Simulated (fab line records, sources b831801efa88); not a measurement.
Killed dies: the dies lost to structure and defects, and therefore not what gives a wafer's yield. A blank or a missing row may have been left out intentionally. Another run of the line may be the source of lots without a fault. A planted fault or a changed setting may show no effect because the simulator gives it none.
Which of the tools did it? || flow sky130 || 13 lots with 39 wafers sampled at 5 steps, on a route of 708 steps

WHAT THE GAUGES SHOWED, per wafer
The record lacks any reading of a measuring or inspecting step that a usual standard deviation could be used to judge.

TOOL THAT RAN EACH LOT (tool first, then ch and the chambers of the sampled wafers, then the start)
{"lot": "L386", "SKY_FIELD_ISO_WET_ETCH_28": "wet_bench-04 ch 2, day 2 17:22", "SKY_PWDE_STRIP_09": "plasma_asher-01 ch 0,1, day 4 05:37", "SKY_LI_CONTACT_CMP_02": "cmp-02 ch 0,1, day 28 15:53", "SKY_LI_CONTACT_CVD_21": "cvd_w-02 ch 0,1, day 29 20:28", "SKY_PAD_OPEN_PROBE_99": "prober-01, day 46 00:18"}
{"lot": "L388", "SKY_FIELD_ISO_WET_ETCH_28": "wet_bench-01 ch 3, day 3 06:02", "SKY_PWDE_STRIP_09": "plasma_asher-02 ch 0,1, day 4 18:52", "SKY_LI_CONTACT_CMP_02": "cmp-01 ch 1,2, day 29 13:40", "SKY_LI_CONTACT_CVD_21": "cvd_w-01 ch 0,1, day 30 18:12", "SKY_PAD_OPEN_PROBE_99": "prober-02, day 46 17:03"}
{"lot": "L390", "SKY_FIELD_ISO_WET_ETCH_28": "wet_bench-01 ch 1, day 3 13:38", "SKY_PWDE_STRIP_09": "plasma_asher-02 ch 0,1, day 5 03:46", "SKY_LI_CONTACT_CMP_02": "cmp-02 ch 0,3, day 30 04:32", "SKY_LI_CONTACT_CVD_21": "cvd_w-01 ch 0,1, day 31 09:03", "SKY_PAD_OPEN_PROBE_99": "prober-01, day 47 06:13"}
{"lot": "L391", "SKY_FIELD_ISO_WET_ETCH_28": "wet_bench-04 ch 2, day 3 19:21", "SKY_PWDE_STRIP_09": "plasma_asher-04 ch 0,1, day 5 08:56", "SKY_LI_CONTACT_CMP_02": "cmp-01 ch 0,2, day 30 13:28", "SKY_LI_CONTACT_CVD_21": "cvd_w-01 ch 0,1, day 31 18:57", "SKY_PAD_OPEN_PROBE_99": "prober-02, day 47 13:07"}
{"lot": "L392", "SKY_FIELD_ISO_WET_ETCH_28": "wet_bench-04 ch 2, day 4 02:01", "SKY_PWDE_STRIP_09": "plasma_asher-04 ch 0, day 5 19:04", "SKY_LI_CONTACT_CMP_02": "cmp-02 ch 0,3, day 31 01:43", "SKY_LI_CONTACT_CVD_21": "cvd_w-01 ch 0, day 32 05:12", "SKY_PAD_OPEN_PROBE_99": "prober-01, day 47 20:12"}
{"lot": "L393", "SKY_FIELD_ISO_WET_ETCH_28": "wet_bench-04 ch 0, day 4 08:22", "SKY_PWDE_STRIP_09": "plasma_asher-01 ch 0,1, day 6 00:11", "SKY_LI_CONTACT_CMP_02": "cmp-02 ch 2,3, day 31 13:40", "SKY_LI_CONTACT_CVD_21": "cvd_w-02 ch 0,1, day 32 17:37", "SKY_PAD_OPEN_PROBE_99": "prober-02, day 48 04:06"}
{"lot": "L400", "SKY_FIELD_ISO_WET_ETCH_28": "wet_bench-04 ch 2, day 5 21:41", "SKY_PWDE_STRIP_09": "plasma_asher-02 ch 0,1, day 7 15:27", "SKY_LI_CONTACT_CMP_02": "cmp-01 ch 0,2, day 33 16:48", "SKY_LI_CONTACT_CVD_21": "cvd_w-01 ch 0,1, day 34 18:05", "SKY_PAD_OPEN_PROBE_99": "prober-01, day 49 23:07"}
{"lot": "L401", "SKY_FIELD_ISO_WET_ETCH_28": "wet_bench-03 ch 2, day 5 23:38", "SKY_PWDE_STRIP_09": "plasma_asher-04 ch 0,1, day 7 21:40", "SKY_LI_CONTACT_CMP_02": "cmp-01 ch 0,1,2, day 34 01:01", "SKY_LI_CONTACT_CVD_21": "cvd_w-01 ch 0,1, day 35 02:10", "SKY_PAD_OPEN_PROBE_99": "prober-02, day 50 01:59"}
{"lot": "L402", "SKY_FIELD_ISO_WET_ETCH_28": "wet_bench-01 ch 2, day 6 08:07", "SKY_PWDE_STRIP_09": "plasma_asher-04 ch 0,1, day 8 04:38", "SKY_LI_CONTACT_CMP_02": "cmp-01 ch 1,2,3, day 34 06:13", "SKY_LI_CONTACT_CVD_21": "cvd_w-01 ch 0,1, day 35 07:18", "SKY_PAD_OPEN_PROBE_99": "prober-01, day 50 04:09"}
{"lot": "L403", "SKY_FIELD_ISO_WET_ETCH_28": "wet_bench-01 ch 3, day 6 12:32", "SKY_PWDE_STRIP_09": "plasma_asher-02 ch 0,1, day 8 09:49", "SKY_LI_CONTACT_CMP_02": "cmp-02 ch 0,1,3, day 34 14:01", "SKY_LI_CONTACT_CVD_21": "cvd_w-02 ch 0,1, day 35 14:39", "SKY_PAD_OPEN_PROBE_99": "prober-02, day 50 10:30"}
{"lot": "L406", "SKY_FIELD_ISO_WET_ETCH_28": "wet_bench-03 ch 3, day 7 01:26", "SKY_PWDE_STRIP_09": "plasma_asher-02 ch 0,1, day 8 21:46", "SKY_LI_CONTACT_CMP_02": "cmp-02 ch 0,1,2, day 35 03:07", "SKY_LI_CONTACT_CVD_21": "cvd_w-01 ch 0,1, day 36 06:13", "SKY_PAD_OPEN_PROBE_99": "prober-01, day 50 19:24"}
{"lot": "L407", "SKY_FIELD_ISO_WET_ETCH_28": "wet_bench-01 ch 1, day 7 07:17", "SKY_PWDE_STRIP_09": "plasma_asher-04 ch 0,1, day 9 06:04", "SKY_LI_CONTACT_CMP_02": "cmp-02 ch 1,2,3, day 35 10:52", "SKY_LI_CONTACT_CVD_21": "cvd_w-01 ch 0,1, day 36 13:13", "SKY_PAD_OPEN_PROBE_99": "prober-01, day 50 20:22"}
{"lot": "L408", "SKY_FIELD_ISO_WET_ETCH_28": "wet_bench-04 ch 2, day 7 13:55", "SKY_PWDE_STRIP_09": "plasma_asher-04 ch 0,1, day 9 11:33", "SKY_LI_CONTACT_CMP_02": "cmp-02 ch 0,3, day 36 02:37", "SKY_LI_CONTACT_CVD_21": "cvd_w-01 ch 0,1, day 37 05:01", "SKY_PAD_OPEN_PROBE_99": "prober-01, day 51 07:40"}
- SKY_FIELD_ISO_WET_ETCH_28: etches SiO2 in dHF, target depth 23.7 nm, time 47 s.
- SKY_PWDE_STRIP_09: strips in O2/N2.
- SKY_LI_CONTACT_CMP_02: polishes PSG.
- SKY_LI_CONTACT_CVD_21: deposits W, target thk 400 nm, time 120.56 s.
- SKY_PAD_OPEN_PROBE_99

AS READ BY THE TOOLS THEMSELVES (means over the sampled wafers that have a number; for cases with no such wafer, the mark the record gives instead)
SKY_FIELD_ISO_WET_ETCH_28. Usual: bath_heat_duty_pct 5.9 %, standard deviation 1.1; run_length_s 77 s, standard deviation 3.4.
{"lot": "L386", "tool": "wet_bench-04", "bath_heat_duty_pct (%)": 4.1, "run_length_s (s)": 74, "flag": ""}
{"lot": "L388", "tool": "wet_bench-01", "bath_heat_duty_pct (%)": 6.0, "run_length_s (s)": 79, "flag": ""}
{"lot": "L390", "tool": "wet_bench-01", "bath_heat_duty_pct (%)": "-", "run_length_s (s)": "-", "flag": "OFF"}
{"lot": "L391", "tool": "wet_bench-04", "bath_heat_duty_pct (%)": "-", "run_length_s (s)": "-", "flag": "OFF"}
{"lot": "L392", "tool": "wet_bench-04", "bath_heat_duty_pct (%)": "-", "run_length_s (s)": "-", "flag": "OFF"}
{"lot": "L393", "tool": "wet_bench-04", "bath_heat_duty_pct (%)": 6.6, "run_length_s (s)": 80, "flag": ""}
{"lot": "L400", "tool": "wet_bench-04", "bath_heat_duty_pct (%)": 4.3, "run_length_s (s)": 75, "flag": ""}
{"lot": "L401", "tool": "wet_bench-03", "bath_heat_duty_pct (%)": 6.1, "run_length_s (s)": 80, "flag": ""}
{"lot": "L402", "tool": "wet_bench-01", "bath_heat_duty_pct (%)": 6.3, "run_length_s (s)": 74, "flag": ""}
{"lot": "L403", "tool": "wet_bench-01", "bath_heat_duty_pct (%)": 5.6, "run_length_s (s)": 72, "flag": ""}
{"lot": "L406", "tool": "wet_bench-03", "bath_heat_duty_pct (%)": 6.7, "run_length_s (s)": 81, "flag": ""}
{"lot": "L407", "tool": "wet_bench-01", "bath_heat_duty_pct (%)": 5.6, "run_length_s (s)": 73, "flag": ""}
{"lot": "L408", "tool": "wet_bench-04", "bath_heat_duty_pct (%)": 4.5, "run_length_s (s)": 80, "flag": ""}

SKY_PWDE_STRIP_09. Usual: chamber_pressure_mTorr 1499.9 mTorr, standard deviation 1.3; drypump_motor_current_A 5.5 A, standard deviation 0.39; oes_product_au 0.722 a.u., standard deviation 0.0048; strip_time_to_endpoint_s 36.94 s, standard deviation 0.094.
{"lot": "L386", "tool": "plasma_asher-01", "chamber_pressure_mTorr (mTorr)": 1500.0, "drypump_motor_current_A (A)": 5.4, "oes_product_au (a.u.)": 0.723, "strip_time_to_endpoint_s (s)": 36.94, "flag": ""}
{"lot": "L388", "tool": "plasma_asher-02", "chamber_pressure_mTorr (mTorr)": 1500.5, "drypump_motor_current_A (A)": 5.9, "oes_product_au (a.u.)": 0.723, "strip_time_to_endpoint_s (s)": 37.06, "flag": ""}
{"lot": "L390", "tool": "plasma_asher-02", "chamber_pressure_mTorr (mTorr)": 1500.3, "drypump_motor_current_A (A)": 5.9, "oes_product_au (a.u.)": 0.722, "strip_time_to_endpoint_s (s)": 36.97, "flag": ""}
{"lot": "L391", "tool": "plasma_asher-04", "chamber_pressure_mTorr (mTorr)": 1499.8, "drypump_motor_current_A (A)": 5.4, "oes_product_au (a.u.)": 0.724, "strip_time_to_endpoint_s (s)": 36.84, "flag": ""}
{"lot": "L392", "tool": "plasma_asher-04", "chamber_pressure_mTorr (mTorr)": 1499.0, "drypump_motor_current_A (A)": 5.6, "oes_product_au (a.u.)": 0.724, "strip_time_to_endpoint_s (s)": 36.96, "flag": ""}
{"lot": "L393", "tool": "plasma_asher-01", "chamber_pressure_mTorr (mTorr)": 1499.5, "drypump_motor_current_A (A)": 5.4, "oes_product_au (a.u.)": 0.725, "strip_time_to_endpoint_s (s)": 36.92, "flag": ""}
{"lot": "L400", "tool": "plasma_asher-02", "chamber_pressure_mTorr (mTorr)": 1500.8, "drypump_motor_current_A (A)": 5.9, "oes_product_au (a.u.)": 0.718, "strip_time_to_endpoint_s (s)": 37.14, "flag": ""}
{"lot": "L401", "tool": "plasma_asher-04", "chamber_pressure_mTorr (mTorr)": 1500.4, "drypump_motor_current_A (A)": 5.1, "oes_product_au (a.u.)": 0.722, "strip_time_to_endpoint_s (s)": 36.79, "flag": ""}
{"lot": "L402", "tool": "plasma_asher-04", "chamber_pressure_mTorr (mTorr)": 1501.9, "drypump_motor_current_A (A)": 5.4, "oes_product_au (a.u.)": 0.719, "strip_time_to_endpoint_s (s)": 36.90, "flag": ""}
{"lot": "L403", "tool": "plasma_asher-02", "chamber_pressure_mTorr (mTorr)": 1499.3, "drypump_motor_current_A (A)": 5.9, "oes_product_au (a.u.)": 0.723, "strip_time_to_endpoint_s (s)": 37.02, "flag": ""}
{"lot": "L406", "tool": "plasma_asher-02", "chamber_pressure_mTorr (mTorr)": 1500.9, "drypump_motor_current_A (A)": 6.0, "oes_product_au (a.u.)": 0.724, "strip_time_to_endpoint_s (s)": 36.93, "flag": ""}
{"lot": "L407", "tool": "plasma_asher-04", "chamber_pressure_mTorr (mTorr)": 1501.1, "drypump_motor_current_A (A)": 5.1, "oes_product_au (a.u.)": 0.718, "strip_time_to_endpoint_s (s)": 36.89, "flag": ""}
{"lot": "L408", "tool": "plasma_asher-04", "chamber_pressure_mTorr (mTorr)": 1499.6, "drypump_motor_current_A (A)": 5.4, "oes_product_au (a.u.)": 0.723, "strip_time_to_endpoint_s (s)": 36.81, "flag": ""}

SKY_LI_CONTACT_CMP_02. Usual: motor_current_A 11.9 A, standard deviation 1.1; time_to_endpoint_s 31.1 s, standard deviation 2.3.
{"lot": "L386", "tool": "cmp-02", "motor_current_A (A)": 12.2, "time_to_endpoint_s (s)": 30.1, "flag": ""}
{"lot": "L388", "tool": "cmp-01", "motor_current_A (A)": 9.8, "time_to_endpoint_s (s)": 26.3, "flag": ""}
{"lot": "L390", "tool": "cmp-02", "motor_current_A (A)": 12.1, "time_to_endpoint_s (s)": 29.5, "flag": ""}
{"lot": "L391", "tool": "cmp-01", "motor_current_A (A)": 11.6, "time_to_endpoint_s (s)": 32.5, "flag": ""}
{"lot": "L392", "tool": "cmp-02", "motor_current_A (A)": 12.4, "time_to_endpoint_s (s)": 32.7, "flag": ""}
{"lot": "L393", "tool": "cmp-02", "motor_current_A (A)": 12.4, "time_to_endpoint_s (s)": 34.1, "flag": ""}
{"lot": "L400", "tool": "cmp-01", "motor_current_A (A)": 10.4, "time_to_endpoint_s (s)": 31.1, "flag": ""}
{"lot": "L401", "tool": "cmp-01", "motor_current_A (A)": 11.0, "time_to_endpoint_s (s)": 33.2, "flag": ""}
{"lot": "L402", "tool": "cmp-01", "motor_current_A (A)": 10.3, "time_to_endpoint_s (s)": 28.7, "flag": ""}
{"lot": "L403", "tool": "cmp-02", "motor_current_A (A)": 12.6, "time_to_endpoint_s (s)": 32.7, "flag": ""}
{"lot": "L406", "tool": "cmp-02", "motor_current_A (A)": 12.4, "time_to_endpoint_s (s)": 31.1, "flag": ""}
{"lot": "L407", "tool": "cmp-02", "motor_current_A (A)": 12.6, "time_to_endpoint_s (s)": 33.0, "flag": ""}
{"lot": "L408", "tool": "cmp-02", "motor_current_A (A)": 12.1, "time_to_endpoint_s (s)": 34.4, "flag": ""}

SKY_LI_CONTACT_CVD_21. Usual: heater_power_w at 919 W, with a standard deviation of 110.
{"lot": "L386", "tool": "cvd_w-02", "heater_power_w (W)": 1044, "flag": ""}
{"lot": "L388", "tool": "cvd_w-01", "heater_power_w (W)": 843, "flag": ""}
{"lot": "L390", "tool": "cvd_w-01", "heater_power_w (W)": 882, "flag": ""}
{"lot": "L391", "tool": "cvd_w-01", "heater_power_w (W)": 867, "flag": ""}
{"lot": "L392", "tool": "cvd_w-01", "heater_power_w (W)": 921, "flag": ""}
{"lot": "L393", "tool": "cvd_w-02", "heater_power_w (W)": 984, "flag": ""}
{"lot": "L400", "tool": "cvd_w-01", "heater_power_w (W)": 888, "flag": ""}
{"lot": "L401", "tool": "cvd_w-01", "heater_power_w (W)": 897, "flag": ""}
{"lot": "L402", "tool": "cvd_w-01", "heater_power_w (W)": 899, "flag": ""}
{"lot": "L403", "tool": "cvd_w-02", "heater_power_w (W)": 1001, "flag": ""}
{"lot": "L406", "tool": "cvd_w-01", "heater_power_w (W)": 839, "flag": ""}
{"lot": "L407", "tool": "cvd_w-01", "heater_power_w (W)": 841, "flag": ""}
{"lot": "L408", "tool": "cvd_w-01", "heater_power_w (W)": 878, "flag": ""}

SKY_PAD_OPEN_PROBE_99. Usual: killed_at_M0_to_M3 43, standard deviation 7.8; killed_at_M4_up 3.2, standard deviation 1.9; killed_at_contacts 24, standard deviation 5; killed_at_front_end 14, standard deviation 4.5; killed_at_other 0.2, standard deviation 0.41; killed_dies 84, standard deviation 9.6; killed_on_rim 17, standard deviation 3.8; killed_open 47, standard deviation 6.9; killed_short 38, standard deviation 6.
{"lot": "L386", "tool": "prober-01", "killed_at_M0_to_M3": 42, "killed_at_M4_up": 4.0, "killed_at_contacts": 25, "killed_at_front_end": 12, "killed_at_other": 0.0, "killed_dies": 83, "killed_on_rim": 18, "killed_open": 47, "killed_short": 35, "flag": ""}
{"lot": "L388", "tool": "prober-02", "killed_at_M0_to_M3": 42, "killed_at_M4_up": 3.3, "killed_at_contacts": 28, "killed_at_front_end": 12, "killed_at_other": 0.3, "killed_dies": 87, "killed_on_rim": 16, "killed_open": 45, "killed_short": 41, "flag": ""}
{"lot": "L390", "tool": "prober-01", "killed_at_M0_to_M3": 34, "killed_at_M4_up": 2.0, "killed_at_contacts": 28, "killed_at_front_end": 16, "killed_at_other": 0.3, "killed_dies": 80, "killed_on_rim": 17, "killed_open": 47, "killed_short": 33, "flag": ""}
{"lot": "L391", "tool": "prober-02", "killed_at_M0_to_M3": 38, "killed_at_M4_up": 5.0, "killed_at_contacts": 23, "killed_at_front_end": 14, "killed_at_other": 0.7, "killed_dies": 80, "killed_on_rim": 19, "killed_open": 42, "killed_short": 38, "flag": ""}
{"lot": "L392", "tool": "prober-01", "killed_at_M0_to_M3": 49, "killed_at_M4_up": 4.0, "killed_at_contacts": 30, "killed_at_front_end": 16, "killed_at_other": 1.0, "killed_dies": 100, "killed_on_rim": 20, "killed_open": 57, "killed_short": 43, "flag": ""}
{"lot": "L393", "tool": "prober-02", "killed_at_M0_to_M3": 52, "killed_at_M4_up": 2.3, "killed_at_contacts": 35, "killed_at_front_end": 16, "killed_at_other": 0.0, "killed_dies": 105, "killed_on_rim": 20, "killed_open": 56, "killed_short": 49, "flag": ""}
{"lot": "L400", "tool": "prober-01", "killed_at_M0_to_M3": 36, "killed_at_M4_up": 2.7, "killed_at_contacts": 20, "killed_at_front_end": 13, "killed_at_other": 0.3, "killed_dies": 71, "killed_on_rim": 15, "killed_open": 37, "killed_short": 34, "flag": ""}
{"lot": "L401", "tool": "prober-02", "killed_at_M0_to_M3": 47, "killed_at_M4_up": 3.3, "killed_at_contacts": 16, "killed_at_front_end": 14, "killed_at_other": 0.0, "killed_dies": 80, "killed_on_rim": 17, "killed_open": 44, "killed_short": 35, "flag": ""}
{"lot": "L402", "tool": "prober-01", "killed_at_M0_to_M3": 38, "killed_at_M4_up": 2.3, "killed_at_contacts": 24, "killed_at_front_end": 14, "killed_at_other": 0.3, "killed_dies": 78, "killed_on_rim": 20, "killed_open": 43, "killed_short": 35, "flag": ""}
{"lot": "L403", "tool": "prober-02", "killed_at_M0_to_M3": 47, "killed_at_M4_up": 2.3, "killed_at_contacts": 22, "killed_at_front_end": 13, "killed_at_other": 0.0, "killed_dies": 84, "killed_on_rim": 19, "killed_open": 47, "killed_short": 37, "flag": ""}
{"lot": "L406", "tool": "prober-01", "killed_at_M0_to_M3": 48, "killed_at_M4_up": 2.7, "killed_at_contacts": 26, "killed_at_front_end": 15, "killed_at_other": 0.0, "killed_dies": 91, "killed_on_rim": 19, "killed_open": 44, "killed_short": 48, "flag": ""}
{"lot": "L407", "tool": "prober-01", "killed_at_M0_to_M3": 42, "killed_at_M4_up": 3.3, "killed_at_contacts": 26, "killed_at_front_end": 13, "killed_at_other": 0.0, "killed_dies": 85, "killed_on_rim": 15, "killed_open": 52, "killed_short": 33, "flag": ""}
{"lot": "L408", "tool": "prober-01", "killed_at_M0_to_M3": 47, "killed_at_M4_up": 3.3, "killed_at_contacts": 21, "killed_at_front_end": 11, "killed_at_other": 0.0, "killed_dies": 83, "killed_on_rim": 17, "killed_open": 44, "killed_short": 39, "flag": ""}

THE ANSWER, worked out from the rows above alone
Rule: a lot counts as off when the mean over its wafers that have a number is more than 3 standard deviations away from the usual mean. Also off: a lot with no number at a reading for which 4 or more lots have one. Any other lot the step has rows for is counted as sound. First the gauges in route order, then the tools' own readings, where a lot's mean is used as printed above. At the first step where some lot is off, the reading lying furthest off is the one used; lots without a number count as furthest.
Off: L390, L391, L392 (SKY_FIELD_ISO_WET_ETCH_28, bath_heat_duty_pct). Without a number there: L390, L391, L392.
A tool fits if, at that step or a process step before it, it ran every lot that is off, and no sound lot after the first of them. None of those tried fits.

WHAT THE SIMULATOR HAD PUT IN
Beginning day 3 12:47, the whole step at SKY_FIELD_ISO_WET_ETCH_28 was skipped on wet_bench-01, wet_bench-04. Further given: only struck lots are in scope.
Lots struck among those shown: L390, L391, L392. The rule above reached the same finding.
